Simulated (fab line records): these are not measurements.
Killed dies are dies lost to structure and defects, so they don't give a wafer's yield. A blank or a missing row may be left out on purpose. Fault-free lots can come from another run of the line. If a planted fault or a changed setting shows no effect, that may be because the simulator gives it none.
Comparing a struck lot with a sound one | flow sky130 | 16 out of 708 route steps
Sound: wafers L732.4, L732.5, L732.6. The struck wafers were L738.3, L738.4, L738.5. The cause is named last.
Per side, at each step with rows, come the tool, then ch with its chambers, and then its first start. Under that, the readings that differ: sound wafers | struck wafers | difference of the means | sigmas: that difference in standard deviations of wafers without a fault.
alike: words and numbers the same on both sides, and readings whose means are apart by under 2 such deviations; not compared: readings that were withheld, readings missing a value for some wafer, numbers with overlapping values and no deviation given by the record, and bounds like >300 which may hide the same value.
The two part at a step that has a row with sigmas, a row that says differs or no value, or rows on one side only. When numbers do not overlap yet have no deviation, they are printed without sigmas and do not part them. Lack of a reading on every wafer of one side parts them only where that side has two or more wafers.

SKY_VIA2_BOW_MEAS_03:
  sound on filmMetro-02 at day 37 02:06; struck on filmMetro-01 at day 37 03:11
  alike: VIA2_BOW
then, 8 steps without rows for these wafers: SKY_VIA2_DEHYDRATE_04 (time 60 s); SKY_VIA2_HMDS_05 (prime time 60 s); SKY_VIA2_COAT_06 (resist thk 60 nm); SKY_VIA2_COAT_07 (resist thk 450 nm); SKY_VIA2_SOFTBAKE_08 (time 90 s); SKY_VIA2_EXPOSE_09 (exposes mask VIM2, target cd 200 nm); SKY_VIA2_PEB_10; SKY_VIA2_DEVELOP_11 (develop time 60 s).
SKY_VIA2_CD_MEAS_12: the cd target is 200 nm.
  sound on cdSem-01 at day 38 03:38; struck on cdSem-02 at day 38 05:04
reading   | sound             | struck            | difference | sigmas
cdNm (nm) | 203.9 202.6 203.7 | 200.1 199.8 200.0 | -3.4       | -2
SKY_VIA2_OVL_MEAS_13:
  sound on overlay-02 at day 38 03:43; struck on overlay-01 at day 38 05:09
  alike: VIA2_OVL
SKY_VIA2_ETCH_14: etches BARC in N2/H2, stops on SiO2, time 45.9 s, target depth 60 nm.
  sound on rieDiel-03 ch 0,2, day 38 03:46; struck on rieDiel-02 ch 0,1,3, day 38 05:10
reading                  | sound       | struck      | difference | sigmas
drypumpMotorCurrentA (A) | 5.4 5.7 5.4 | 6.2 6.7 6.4 | +0.9       | +2
  alike: oesProductAu, throttleValvePct
  not compared: rfHoursCounterH
SKY_VIA2_ETCH_15: etches SiO2 in C4F8/O2/Ar, stops on TiN, target depth 546 nm, time 84 s.
  sound on rieDiel-03 ch 0,2, day 38 03:50; struck on rieDiel-02 ch 0,1,3, day 38 05:13
reading                                    | sound             | struck            | difference | sigmas
model.KrF-thick_of_VIA2_COAT_07.thkNm (nm) | 290.7 281.2 288.6 | 249.4 246 247.8   | -39.1      | 
model.VIA2.featureDepthNm (nm)             | 494.4 495.8 494   | 500.3 499.5 498.7 | +4.8       | 
model.TiN_of_METAL2_SPUTTER_04.thkNm (nm)  | 70.91 70.28 69.98 | 63.82 63.89 63.24 | -6.74      | 
  alike: oesProductAu
  not compared: rfHoursCounterH
SKY_VIA2_STRIP_16: strips in O2/N2.
  sound on plasmaAsher-02 ch 0,1, day 38 03:56; struck on plasmaAsher-02 ch 0,1, day 38 05:19
reading                  | sound             | struck            | difference | sigmas
oesProductAu (a.u.)      | 0.394 0.404 0.395 | 0.386 0.374 0.380 | -0.018     | -4
stripTimeToEndpointS (s) | 4.15 4.03 4.11    | 3.69 3.65 3.67    | -0.43      | -14
  alike: drypumpMotorCurrentA
  not compared: rfHoursCounterH
then, 1 step without rows for these wafers: SKY_VIA2_STRIP_17 (strips in post etch residue remover, time 1200 s).
SKY_PAD_OPEN_PROBE_99:
  the record holds rows for the sound wafers here (prober-01, day 47 09:25) but none for the struck ones

## WHERE THEY PART
Earliest at SKY_VIA2_CD_MEAS_12; latest, in this record, at SKY_PAD_OPEN_PROBE_99.

WHY: the cause the simulator had injected
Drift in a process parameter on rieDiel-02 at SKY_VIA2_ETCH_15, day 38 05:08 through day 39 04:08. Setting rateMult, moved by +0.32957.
